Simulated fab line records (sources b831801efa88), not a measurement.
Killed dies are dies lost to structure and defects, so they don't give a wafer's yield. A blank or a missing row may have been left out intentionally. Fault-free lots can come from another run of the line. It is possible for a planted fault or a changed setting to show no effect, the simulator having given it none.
fab line records | flow gf180mcu | part 1 of 2: steps 1 to 29 of 40
record lots=5 wafers=15 lastDay=34
route steps=602 shown MVPSD@83 VT_IMPLANT@90
lots with no fault: from the same line, run without faults
startH: hours from the record's first day to the start of the lot's first wafer shown | waitH: hours from the lot's prior step to this one | " repeats the value in the row above | L1.1+2: one row covering several wafers at once | - no value, or no start given | * or withheld: withheld | < > ~ a bound
route shown NAME@n: NAME is a module with steps in the file, n the number in the route of the first one | usual: the fault-free wafers' mean and standard deviation | same: alike in all rows | chamber/n: place in a boat | sites: the reading at each site | _std_site: their standard deviation | _edge_site: the outer-site mean with the inner-site mean subtracted | radiusMm: how far each site lies from the wafer's centre | mask NAME#n: copy n | behind: the last tool/chamber to shape the wafer | hold: the reason the lot was held/the length of the hold in hours/how it ended | device: which transistor (n, p or np) failed to switch | end of line: the same wafers' tests at the end of the route | a step without rows: its recipe alone | killed: dies that structure and defects cost at the first sort, which is not the same as the wafer's yield | map: dies across one wafer; x = killed, . = not, _ = none there
set.NAME: the run value of the setting; set.NAME@STEP: its run value at that earlier step | model.NAME: the simulator's own value behind a step, which no gauge read
lots at selected steps of the route; one table per step, one row per wafer
services: a tool's chamber out of use, with start hour (startH, from the record's first day; less than 0 if before it), hours out, and reason
## steps
# step GF_MVPSD_PEB_05
# recipe tempC=115 timeS=withheld
# usual heaterPowerTotalW=69.33/0.13
# columns lot.wafer tool chamber startH waitH heaterPowerTotalW
L076.2 lithoTrack-03 0 - - 69.16
L076.5 " 0 " " 69.49
L076.6 " 0 " " 69.45
L084.1 lithoTrack-03 0 - - 69.20
L084.2 " 0 " " 69.54
L084.3 " 0 " " 69.20
L091.2 lithoTrack-03 0 - - 69.52
L091.3 " 0 " " 69.28
L091.5 " 0 " " 69.56
L093.1 lithoTrack-02 0 - - 69.60
L093.3 " 0 " " 69.24
L093.4 " 0 " " 69.42
L097.1 lithoTrack-01 0 - - 69.28
L097.2 " 0 " " 69.30
L097.6 " 0 " " 69.32
# step GF_MVPSD_DEVELOP_06
# recipe wallAngleDeg=90 developTimeS=60 devTempC=23
# columns lot.wafer tool chamber startH waitH
L076.2+5+6 lithoTrack-03 0 - -
L084.1+2+3 lithoTrack-03 0 - -
L091.2+3+5 lithoTrack-03 0 - -
L093.1+3+4 lithoTrack-02 0 - -
L097.1+2+6 lithoTrack-01 0 - -
# step GF_MVPSD_OVL_MEAS_07
# usual MVPSD_OVL=-0.1/1.4
# columns lot.wafer tool chamber startH waitH MVPSD_OVL[nm]
L076.2 overlay-02 - 108.61 - -1.1
L076.5 " - " " -2.6
L076.6 " - " " 0.1
L084.1 overlay-02 - 160.71 - 0.7
L084.2 " - " " -1.5
L084.3 " - " " -0.6
L091.2 overlay-02 - 198.51 - 1.5
L091.3 " - " " -0.1
L091.5 " - " " -0.2
L093.1 overlay-02 - 212.18 - -0.5
L093.3 " - " " -0.8
L093.4 " - " " 1.4
L097.1 overlay-02 - 236.92 - -1.0
L097.2 " - " " 0.7
L097.6 " - " " -0.2
# step GF_MVPSD_IMPLANT_08
# recipe species=B energyKev=170 doseCm2=1.5e+13 tiltDeg=0
# columns lot.wafer tool chamber startH waitH
L076.2+5+6 implanter-04 0 108.67 0.0
L084.1+2+3 implanter-04 0 160.74 0.0
L091.2+3+5 implanter-03 0 198.57 0.0
L093.1+3+4 implanter-04 0 212.22 0.0
L097.1+2+6 implanter-03 0 236.95 0.0
# step GF_MVPSD_IMPLANT_09
# recipe species=B energyKev=40 doseCm2=5e+12 tiltDeg=0
# columns lot.wafer tool chamber startH waitH
L076.2+5+6 implanter-04 0 108.82 0.1
L084.1+2+3 implanter-04 0 160.89 0.1
L091.2+3+5 implanter-03 0 198.72 0.1
L093.1+3+4 implanter-04 0 212.37 0.1
L097.1+2+6 implanter-03 0 237.10 0.1
# step GF_MVPSD_STRIP_10
# recipe chemistry=O2/N2 powerW=1400 pressureMtorr=1500 platenTempC=250 o2FlowSccm=3000 n2FlowSccm=300 overashFraction=0.5
# usual chamberPressureMTorr=1500.0/1.3 drypumpMotorCurrentA=5.62/0.15 heaterPowerW=340/31 oesProductAu=0.722/0.0047 stripTimeToEndpointS=37.02/0.093
# columns lot.wafer tool chamber startH waitH chamberPressureMTorr drypumpMotorCurrentA heaterPowerW oesProductAu rfHoursCounterH stripTimeToEndpointS
L076.2 plasmaAsher-04 0 108.94 0.1 1501.2 5.73 343 0.727 44 36.96
L076.5 " 1 " " 1500.5 5.48 308 0.729 - 36.92
L076.6 " 0 " " 1499.4 5.73 348 0.725 - 36.90
L084.1 plasmaAsher-04 1 161.04 0.1 1501.7 5.49 310 0.720 50 37.28
L084.2 " 0 " " 1502.3 5.72 350 0.710 50 37.02
L084.3 " 1 " " 1498.3 5.49 313 0.712 - 37.12
L091.2 plasmaAsher-04 0 198.84 0.1 1499.3 5.81 352 0.722 53 37.06
L091.3 " 1 " " 1500.6 5.45 303 0.723 - 37.07
L091.5 " 1 " " 1499.0 5.44 308 0.722 - 36.98
L093.1 plasmaAsher-02 0 212.52 0.1 1500.4 5.53 335 0.719 45 37.04
L093.3 " 1 " " 1500.7 5.58 284 0.726 - 37.10
L093.4 " 0 " " 1502.3 5.50 334 0.714 - 37.01
L097.1 plasmaAsher-03 0 237.25 0.1 1501.4 5.47 389 0.722 13 37.06
L097.2 " 1 " " 1499.2 5.83 373 0.721 13 37.16
L097.6 " 0 " " 1498.7 5.47 383 0.721 - 37.04
# step GF_MVPSD_TW_MEAS_11
# usual MVPSD_TW=553/4
# columns lot.wafer tool chamber startH waitH MVPSD_TW
L076.2 filmMetro-02 - 109.05 0.1 552
L076.5 " - " " 551
L076.6 " - " " 551
L084.1 filmMetro-02 - 161.14 0.1 558
L084.2 " - " " 556
L084.3 " - " " 555
L091.2 filmMetro-02 - 198.95 0.1 553
L091.3 " - " " 555
L091.5 " - " " 556
L093.1 filmMetro-04 - 212.62 0.1 551
L093.3 " - " " 555
L093.4 " - " " 548
L097.1 filmMetro-02 - 237.35 0.1 560
L097.2 " - " " 557
L097.6 " - " " 556
# step GF_VT_IMPLANT_DEHYDRATE_00
# recipe tempC=200 timeS=60
# usual heaterPowerTotalW=160.37/0.13
# columns lot.wafer tool chamber startH waitH heaterPowerTotalW
L076.2 lithoTrack-04 0 115.29 6.2 160.32
L076.5 " 0 " " 160.53
L076.6 " 0 " " 160.44
L084.1 lithoTrack-04 0 168.36 7.2 160.34
L084.2 " 0 " " 160.64
L084.3 " 0 " " 160.51
L091.2 lithoTrack-04 0 206.74 7.8 160.32
L091.3 " 0 " " 160.50
L091.5 " 0 " " 160.19
L093.1 lithoTrack-04 0 220.61 8.0 160.58
L093.3 " 0 " " 160.58
L093.4 " 0 " " 160.27
L097.1 lithoTrack-02 0 246.23 8.9 160.46
L097.2 " 0 " " 160.34
L097.6 " 0 " " 160.30
# step GF_VT_IMPLANT_HMDS_01
# recipe primeTimeS=60 primeTempC=120
# columns lot.wafer tool chamber startH waitH
L076.2+5+6 lithoTrack-04 0 115.44 0.1
L084.1+2+3 lithoTrack-04 0 168.51 0.1
L091.2+3+5 lithoTrack-04 0 206.89 0.1
L093.1+3+4 lithoTrack-04 0 220.76 0.1
L097.1+2+6 lithoTrack-02 0 246.38 0.1
# step GF_VT_IMPLANT_COAT_02
# recipe resist=NOVOLAK spinRpm=3000 resistThkNm=1000
# columns lot.wafer tool chamber startH waitH
L076.2+5+6 lithoTrack-04 0 115.59 0.1
L084.1+2+3 lithoTrack-04 0 168.66 0.1
L091.2+3+5 lithoTrack-04 0 207.04 0.1
L093.1+3+4 lithoTrack-04 0 220.91 0.1
L097.1+2+6 lithoTrack-02 0 246.53 0.1
# step GF_VT_IMPLANT_SOFTBAKE_03
# recipe tempC=90 timeS=60 resist=NOVOLAK
# usual heaterPowerTotalW=56.59/0.041
# columns lot.wafer tool chamber startH waitH heaterPowerTotalW
L076.2 lithoTrack-04 0 115.74 0.1 56.68
L076.5 " 0 " " 56.62
L076.6 " 0 " " 56.63
L084.1 lithoTrack-04 0 168.81 0.1 56.61
L084.2 " 0 " " 56.57
L084.3 " 0 " " 56.58
L091.2 lithoTrack-04 0 207.19 0.1 56.63
L091.3 " 0 " " 56.60
L091.5 " 0 " " 56.57
L093.1 lithoTrack-04 0 221.06 0.1 56.61
L093.3 " 0 " " 56.59
L093.4 " 0 " " 56.62
L097.1 lithoTrack-02 0 246.68 0.1 56.60
L097.2 " 0 " " 56.62
L097.6 " 0 " " 56.63
# step GF_VT_IMPLANT_EXPOSE_04
# recipe maskId=LVPWELL_LV_AREA targetCdNm=600 na=0.6 sourceShape=conventional sigmaOuter=0.6 doseMj=140
# usual exposureDoseMJCm2=140.00/0.13
# columns lot.wafer tool chamber startH waitH mask exposureDoseMJCm2
L076.2 ilineStepper-02 0 - - LVPWELL_LV_AREA#0 140.12
L076.5 " 0 " " LVPWELL_LV_AREA#0 140.05
L076.6 " 0 " " LVPWELL_LV_AREA#0 140.07
L084.1 ilineStepper-01 0 - - LVPWELL_LV_AREA#0 139.90
L084.2 " 0 " " LVPWELL_LV_AREA#0 139.75
L084.3 " 0 " " LVPWELL_LV_AREA#0 139.77
L091.2 ilineStepper-01 0 - - LVPWELL_LV_AREA#0 139.97
L091.3 " 0 " " LVPWELL_LV_AREA#0 139.85
L091.5 " 0 " " LVPWELL_LV_AREA#0 139.98
L093.1 ilineStepper-01 0 - - LVPWELL_LV_AREA#0 140.06
L093.3 " 0 " " LVPWELL_LV_AREA#0 140.08
L093.4 " 0 " " LVPWELL_LV_AREA#0 139.99
L097.1 ilineStepper-02 0 - - LVPWELL_LV_AREA#0 140.04
L097.2 " 0 " " LVPWELL_LV_AREA#0 139.83
L097.6 " 0 " " LVPWELL_LV_AREA#0 139.94
# step GF_VT_IMPLANT_PEB_05
# recipe tempC=withheld timeS=* resist=NOVOLAK
# columns lot.wafer tool chamber startH waitH
L076.2+5+6 lithoTrack-04 0 - -
L084.1+2+3 lithoTrack-02 0 - -
L091.2+3+5 lithoTrack-01 0 - -
L093.1+3+4 lithoTrack-04 0 - -
L097.1+2+6 lithoTrack-04 0 - -
# step GF_VT_IMPLANT_DEVELOP_06
# recipe developTimeS=60 devTempC=23
# columns lot.wafer tool chamber startH waitH
L076.2+5+6 lithoTrack-04 0 123.34 0.1
L084.1+2+3 lithoTrack-02 0 176.98 0.1
L091.2+3+5 lithoTrack-01 0 215.62 0.1
L093.1+3+4 lithoTrack-04 0 229.41 0.1
L097.1+2+6 lithoTrack-04 0 255.46 0.1
# step GF_VT_IMPLANT_OVL_MEAS_07
# usual VT_IMPLANT_OVL=0.0/1.3
# columns lot.wafer tool chamber startH waitH VT_IMPLANT_OVL[nm]
L076.2 overlay-01 - 123.47 0.1 -0.1
L076.5 " - " " -0.7
L076.6 " - " " 1.3
L084.1 overlay-02 - 177.13 0.1 1.4
L084.2 " - " " 1.0
L084.3 " - " " 1.5
L091.2 overlay-02 - 215.75 0.1 -0.8
L091.3 " - " " 0.9
L091.5 " - " " -0.5
L093.1 overlay-01 - 229.56 0.1 -3.4
L093.3 " - " " -2.8
L093.4 " - " " -2.9
L097.1 overlay-02 - 255.61 0.1 0.6
L097.2 " - " " -0.6
L097.6 " - " " 0.5
# step GF_VT_IMPLANT_IMPLANT_08
# recipe species=BF2 energyKev=20 doseCm2=8.29e+12 tiltDeg=6.605
# columns lot.wafer tool chamber startH waitH
L076.2+5+6 implanter-04 0 123.53 0.0
L084.1+2+3 implanter-04 0 177.17 0.0
L091.2+3+5 implanter-04 0 215.81 0.0
L093.1+3+4 implanter-01 0 229.60 0.0
L097.1+2+6 implanter-03 0 255.65 0.0
# step GF_VT_IMPLANT_STRIP_09
# recipe chemistry=O2/N2 powerW=1400 pressureMtorr=1500 platenTempC=250 o2FlowSccm=3000 n2FlowSccm=300 overashFraction=0.5
# usual chamberPressureMTorr=1500.0/1.3 drypumpMotorCurrentA=5.8/0.32 heaterPowerW=347/44 oesProductAu=0.716/0.0044 stripTimeToEndpointS=12.65/0.031
# columns lot.wafer tool chamber startH waitH chamberPressureMTorr drypumpMotorCurrentA heaterPowerW oesProductAu rfHoursCounterH stripTimeToEndpointS
L076.2 plasmaAsher-02 1 123.65 0.1 1499.5 5.6 297 0.717 35 12.65
L076.5 " 1 " " 1499.0 5.6 290 0.712 - 12.71
L076.6 " 0 " " 1500.8 5.5 324 0.722 - 12.66
L084.1 plasmaAsher-02 0 177.32 0.1 1498.5 5.5 338 0.713 41 12.70
L084.2 " 1 " " 1496.7 5.6 293 0.721 41 12.64
L084.3 " 0 " " 1499.6 5.5 330 0.718 - 12.65
L091.2 plasmaAsher-01 0 215.93 0.1 1499.8 6.4 421 0.711 56 12.67
L091.3 " 1 " " 1499.5 5.9 346 0.717 - 12.65
L091.5 " 0 " " 1502.0 6.4 412 0.716 - 12.67
L093.1 plasmaAsher-02 1 229.75 0.1 1498.6 5.6 290 0.707 45 12.62
L093.3 " 1 " " 1499.9 5.6 293 0.714 - 12.62
L093.4 " 0 " " 1499.0 5.5 326 0.718 - 12.66
L097.1 plasmaAsher-02 1 255.80 0.1 1499.8 5.6 294 0.716 48 12.70
L097.2 " 0 " " 1501.3 5.5 322 0.718 48 12.68
L097.6 " 0 " " 1499.9 5.5 323 0.718 - 12.68
# step GF_VT_IMPLANT_TW_MEAS_10
# usual VT_IMPLANT_TW=565/5.6
# columns lot.wafer tool chamber startH waitH VT_IMPLANT_TW
L076.2 filmMetro-01 - 123.76 0.1 569
L076.5 " - " " 575
L076.6 " - " " 574
L084.1 filmMetro-01 - 177.42 0.1 573
L084.2 " - " " 568
L084.3 " - " " 568
L091.2 filmMetro-04 - 216.16 0.2 557
L091.3 " - " " 555
L091.5 " - " " 557
L093.1 filmMetro-01 - 229.85 0.1 568
L093.3 " - " " 567
L093.4 " - " " 567
L097.1 filmMetro-04 - 255.90 0.1 563
L097.2 " - " " 564
L097.6 " - " " 562
# step GF_VT_IMPLANT_DEHYDRATE_11
# recipe tempC=200 timeS=60
# usual heaterPowerTotalW=160.37/0.11
# columns lot.wafer tool chamber startH waitH heaterPowerTotalW
L076.2 lithoTrack-04 0 130.74 7.0 160.35
L076.5 " 0 " " 160.41
L076.6 " 0 " " 160.57
L084.1 lithoTrack-01 0 185.15 7.7 160.33
L084.2 " 0 " " 160.41
L084.3 " 0 " " 160.34
L091.2 lithoTrack-04 0 224.64 8.5 160.30
L091.3 " 0 " " 160.36
L091.5 " 0 " " 160.48
L093.1 lithoTrack-04 0 238.36 8.5 160.50
L093.3 " 0 " " 160.54
L093.4 " 0 " " 160.30
L097.1 lithoTrack-04 0 264.81 8.9 160.20
L097.2 " 0 " " 160.39
L097.6 " 0 " " 160.46
# step GF_VT_IMPLANT_HMDS_12
# recipe primeTimeS=60 primeTempC=120
# columns lot.wafer tool chamber startH waitH
L076.2+5+6 lithoTrack-04 0 130.89 0.1
L084.1+2+3 lithoTrack-01 0 185.30 0.1
L091.2+3+5 lithoTrack-04 0 224.79 0.1
L093.1+3+4 lithoTrack-04 0 238.51 0.1
L097.1+2+6 lithoTrack-04 0 264.96 0.1
# step GF_VT_IMPLANT_COAT_13
# recipe resist=NOVOLAK spinRpm=3000 resistThkNm=1000
# columns lot.wafer tool chamber startH waitH
L076.2+5+6 lithoTrack-04 0 131.04 0.1
L084.1+2+3 lithoTrack-01 0 185.45 0.1
L091.2+3+5 lithoTrack-04 0 224.94 0.1
L093.1+3+4 lithoTrack-04 0 238.66 0.1
L097.1+2+6 lithoTrack-04 0 265.11 0.1
# step GF_VT_IMPLANT_SOFTBAKE_14
# recipe tempC=90 timeS=60 resist=NOVOLAK
# usual heaterPowerTotalW=56.59/0.041
# columns lot.wafer tool chamber startH waitH heaterPowerTotalW
L076.2 lithoTrack-04 0 131.19 0.1 56.59
L076.5 " 0 " " 56.52
L076.6 " 0 " " 56.57
L084.1 lithoTrack-01 0 185.60 0.1 56.56
L084.2 " 0 " " 56.54
L084.3 " 0 " " 56.56
L091.2 lithoTrack-04 0 225.09 0.1 56.62
L091.3 " 0 " " 56.57
L091.5 " 0 " " 56.62
L093.1 lithoTrack-04 0 238.81 0.1 56.56
L093.3 " 0 " " 56.54
L093.4 " 0 " " 56.56
L097.1 lithoTrack-04 0 265.26 0.1 56.61
L097.2 " 0 " " 56.59
L097.6 " 0 " " 56.60
# step GF_VT_IMPLANT_EXPOSE_15
# recipe maskId=Nwell_LV_AREA targetCdNm=860 na=0.6 sourceShape=conventional sigmaOuter=0.6 doseMj=140
# usual exposureDoseMJCm2=140.02/0.14
# columns lot.wafer tool chamber startH waitH mask exposureDoseMJCm2
L076.2 ilineStepper-01 0 - - Nwell_LV_AREA#0 140.23
L076.5 " 0 " " Nwell_LV_AREA#0 140.28
L076.6 " 0 " " Nwell_LV_AREA#0 140.31
L084.1 ilineStepper-01 0 - - Nwell_LV_AREA#0 140.17
L084.2 " 0 " " Nwell_LV_AREA#0 140.30
L084.3 " 0 " " Nwell_LV_AREA#0 140.06
L091.2 ilineStepper-02 0 - - Nwell_LV_AREA#0 139.96
L091.3 " 0 " " Nwell_LV_AREA#0 140.06
L091.5 " 0 " " Nwell_LV_AREA#0 139.98
L093.1 ilineStepper-01 0 - - Nwell_LV_AREA#0 139.98
L093.3 " 0 " " Nwell_LV_AREA#0 140.14
L093.4 " 0 " " Nwell_LV_AREA#0 140.09
L097.1 ilineStepper-01 0 - - Nwell_LV_AREA#0 139.76
L097.2 " 0 " " Nwell_LV_AREA#0 139.88
L097.6 " 0 " " Nwell_LV_AREA#0 139.80
# step GF_VT_IMPLANT_PEB_16
# recipe tempC=withheld timeS=* resist=NOVOLAK
# columns lot.wafer tool chamber startH waitH
L076.2+5+6 lithoTrack-01 0 - -
L084.1+2+3 lithoTrack-02 0 - -
L091.2+3+5 lithoTrack-02 0 - -
L093.1+3+4 lithoTrack-04 0 - -
L097.1+2+6 lithoTrack-04 0 - -
# step GF_VT_IMPLANT_DEVELOP_17
# recipe developTimeS=60 devTempC=23
# columns lot.wafer tool chamber startH waitH
L076.2+5+6 lithoTrack-01 0 138.72 0.1
L084.1+2+3 lithoTrack-02 0 193.83 0.1
L091.2+3+5 lithoTrack-02 0 234.11 0.1
L093.1+3+4 lithoTrack-04 0 247.91 0.1
L097.1+2+6 lithoTrack-04 0 274.41 0.1
# step GF_VT_IMPLANT_OVL_MEAS_18
# usual VT_IMPLANT_01_OVL=1.4/1.3
# columns lot.wafer tool chamber startH waitH VT_IMPLANT_01_OVL[nm]
L076.2 overlay-01 - 138.86 0.1 0.6
L076.5 " - " " 0.2
L076.6 " - " " 2.5
L084.1 overlay-01 - 193.98 0.1 -0.5
L084.2 " - " " 0.5
L084.3 " - " " -0.9
L091.2 overlay-02 - 234.24 0.1 2.7
L091.3 " - " " 3.4
L091.5 " - " " -0.1
L093.1 overlay-02 - 248.06 0.1 2.4
L093.3 " - " " 2.4
L093.4 " - " " 1.9
L097.1 overlay-01 - 274.56 0.1 2.2
L097.2 " - " " 2.8
L097.6 " - " " 2.5
# step GF_VT_IMPLANT_IMPLANT_19
# recipe species=As energyKev=100 doseCm2=4.35e+12 tiltDeg=7
# columns lot.wafer tool chamber startH waitH
L076.2+5+6 implanter-04 0 138.91 0.0
L084.1+2+3 implanter-01 0 194.02 0.0
L091.2+3+5 implanter-04 0 234.29 0.0
L093.1+3+4 implanter-04 0 248.10 0.0
L097.1+2+6 implanter-01 0 274.60 0.0
# step GF_VT_IMPLANT_STRIP_20
# recipe chemistry=O2/N2 powerW=1400 pressureMtorr=1500 platenTempC=250 o2FlowSccm=3000 n2FlowSccm=300 overashFraction=0.5
# usual chamberPressureMTorr=1500.1/1.3 drypumpMotorCurrentA=5.72/0.28 heaterPowerW=362/38 oesProductAu=0.716/0.0047 stripTimeToEndpointS=12.65/0.032
# columns lot.wafer tool chamber startH waitH chamberPressureMTorr drypumpMotorCurrentA heaterPowerW oesProductAu rfHoursCounterH stripTimeToEndpointS
L076.2 plasmaAsher-03 1 139.04 0.1 1498.0 5.83 366 0.715 2 12.64
L076.5 " 1 " " 1498.8 5.83 372 0.710 - 12.66
L076.6 " 0 " " 1502.1 5.44 391 0.713 - 12.63
L084.1 plasmaAsher-03 0 194.17 0.1 1499.7 5.45 390 0.722 8 12.61
L084.2 " 1 " " 1497.7 5.79 377 0.716 8 12.62
L084.3 " 0 " " 1498.5 5.46 390 0.716 - 12.64
L091.2 plasmaAsher-02 1 234.42 0.1 1499.6 5.57 292 0.725 46 12.67
L091.3 " 1 " " 1499.2 5.57 286 0.720 - 12.66
L091.5 " 0 " " 1501.2 5.53 335 0.713 - 12.65
L093.1 plasmaAsher-02 0 248.25 0.1 1500.4 5.53 331 0.711 47 12.61
L093.3 " 0 " " 1498.9 5.53 316 0.721 - 12.65
L093.4 " 1 " " 1499.4 5.61 301 0.717 - 12.65
L097.1 plasmaAsher-01 0 274.75 0.1 1501.1 6.38 418 0.723 62 12.66
L097.2 " 1 " " 1500.7 5.90 350 0.718 62 12.64
L097.6 " 1 " " 1501.1 5.89 356 0.715 - 12.65
# step GF_VT_IMPLANT_TW_MEAS_21
# usual VT_IMPLANT_2_TW=1216/12
# columns lot.wafer tool chamber startH waitH VT_IMPLANT_2_TW
L076.2 filmMetro-04 - 139.15 0.1 1199
L076.5 " - " " 1200
L076.6 " - " " 1200
L084.1 filmMetro-01 - 194.27 0.1 1220
L084.2 " - " " 1220
L084.3 " - " " 1222
L091.2 filmMetro-04 - 234.53 0.1 1200
L091.3 " - " " 1195
L091.5 " - " " 1207
L093.1 filmMetro-01 - 248.35 0.1 1220
L093.3 " - " " 1226
L093.4 " - " " 1223
L097.1 filmMetro-01 - 274.85 0.1 1231
L097.2 " - " " 1233
L097.6 " - " " 1237
